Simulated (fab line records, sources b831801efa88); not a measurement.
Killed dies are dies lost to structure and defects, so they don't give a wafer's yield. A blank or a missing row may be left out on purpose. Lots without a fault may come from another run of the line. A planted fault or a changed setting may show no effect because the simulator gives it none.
Split-lot experiment | flow sfq_line | 5 lots, 23 wafers read, on a route of 325 steps

THE SPLIT
At SFQ_TRILAYER_M6_DEP_SPUTTER_157 (material Nb, target thk 200 nm, time 133.3 s), the setting time_s was moved away from the recipe's 133.3 s on 5 of the 23 wafers read, by -12.1% to +4.7%. The other wafers ran this setting at the recipe's value.

The file shows no step between the split and the reading.

THE READING
M6_NB_RS, in ohm/sq, at SFQ_M6_RS_MEAS_938 (measures by four-point-probe). Fault-free wafers of this fab line usually give 0.886 ohm/sq, standard deviation 0.0088 ohm/sq.

wafer  | tool, chamber at the split | time_s as run, s | against the recipe | M6_NB_RS, ohm/sq | against lot-mates on the recipe
L074.1 | pvd_sputter-03, -          | 133.3            | recipe             | 0.877            | -
L074.5 | pvd_sputter-03, -          | 133.3            | recipe             | 0.885            | -
L074.6 | pvd_sputter-03, -          | 133.3            | recipe             | 0.881            | -
L076.1 | pvd_sputter-05, -          | 133.3            | recipe             | 0.889            | -
L076.2 | pvd_sputter-05, -          | 133.3            | recipe             | 0.879            | -
L076.4 | pvd_sputter-05, -          | 133.3            | recipe             | 0.876            | -
L076.5 | pvd_sputter-05, -          | 133.3            | recipe             | 0.886            | -
L076.6 | pvd_sputter-05, -          | 133.3            | recipe             | 0.893            | -
L077.2 | pvd_sputter-03, -          | 117.2            | -12.1%             | 1.008            | +0.118
L077.3 | pvd_sputter-03, -          | 133.3            | recipe             | 0.894            | -
L077.4 | pvd_sputter-03, -          | 117.2            | -12.1%             | 1.012            | +0.122
L077.5 | pvd_sputter-03, -          | 133.3            | recipe             | 0.889            | -
L077.6 | pvd_sputter-03, -          | 133.3            | recipe             | 0.886            | -
L081.1 | pvd_sputter-05, -          | 133.3            | recipe             | 0.897            | -
L081.2 | pvd_sputter-05, -          | 139.6            | +4.7%              | 0.857            | -0.044
L081.3 | pvd_sputter-05, -          | 133.3            | recipe             | 0.906            | -
L081.4 | pvd_sputter-05, -          | 139.6            | +4.7%              | 0.852            | -0.049
L081.5 | pvd_sputter-05, -          | 139.6            | +4.7%              | 0.845            | -0.056
L083.1 | pvd_sputter-06, -          | 133.3            | recipe             | 0.885            | -
L083.2 | pvd_sputter-06, -          | 133.3            | recipe             | 0.888            | -
L083.4 | pvd_sputter-06, -          | 133.3            | recipe             | 0.896            | -
L083.5 | pvd_sputter-06, -          | 133.3            | recipe             | 0.896            | -
L083.6 | pvd_sputter-06, -          | 133.3            | recipe             | 0.893            | -

THE FIT
A straight line over all 23 wafers: M6_NB_RS changes by -0.0096 ohm/sq for each +1% of time_s; r = -0.98; the points scatter about the line by 0.0079 ohm/sq.
The same after taking each lot's own level away (the mean of its wafers on the recipe; 23 wafers): -0.0101 ohm/sq for each +1%; r = -0.99; scatter 0.0049 ohm/sq.
On that fit, the largest move of time_s shifts the reading by 0.12 ohm/sq.
The lots' own levels span 0.8810 to 0.9015 ohm/sq, that is 2.3 times the standard deviation above.
So the lot-to-lot level changes the slope little: the two slopes agree.
Check: with one of the wafers moved furthest among these (-12.1%) left out of the fit, the line predicts +0.124 ohm/sq for it against its lot-mates. It came out at +0.118 ohm/sq against them.

OTHER SPLITS ON THESE WAFERS
These wafers also went through other splits before the reading. Each is held against what the fit with the lots' levels taken away leaves over:
other split on the same wafers                | wafers away from the commonest value | r with M6_NB_RS (lot level and that fit taken away)
SFQ_TRILAYER_R5_DEP_SPUTTER_134 power_w       | 7                                    | +0.04
SFQ_TRILAYER_R5_LITHO_COAT_136 resist_thk_nm  | 6                                    | +0.14
SFQ_TRILAYER_R5_ETCH_METAL_ETCH_139 time_s    | 6                                    | -0.12
SFQ_TRILAYER_I5_LITHO_EXPOSE_145 dose_mj      | 9                                    | +0.02
SFQ_TRILAYER_I5_BARC_OPEN_VIA_ETCH_200 time_s | 9                                    | +0.28
SFQ_TRILAYER_C5_LITHO_COAT_151 spin_rpm       | 7                                    | +0.07

THE WHOLE CHAIN: every reading that the file lists as answering this split, in the file's order
step                            | what it does                                 | reading                                                                                   | change (the file's fit)              | r (the file's)
SFQ_TRILAYER_M6_DEP_SPUTTER_157 | material Nb, target thk 200 nm, time 133.3 s | Nb_of_TRILAYER_M6_DEP_SPUTTER_157.thk_nm (the simulator's own value, which no gauge read) | +2.02 nm for each +1% of the setting | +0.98
SFQ_M6_RS_MEAS_938              | measures by four-point-probe                 | M6_NB_RS                                                                                  | -0.0101 for each +1% of the setting  | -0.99

THE FILE'S OWN FIT
M6_NB_RS changes by -0.0101 ohm/sq for each +1% of time_s, r = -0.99.
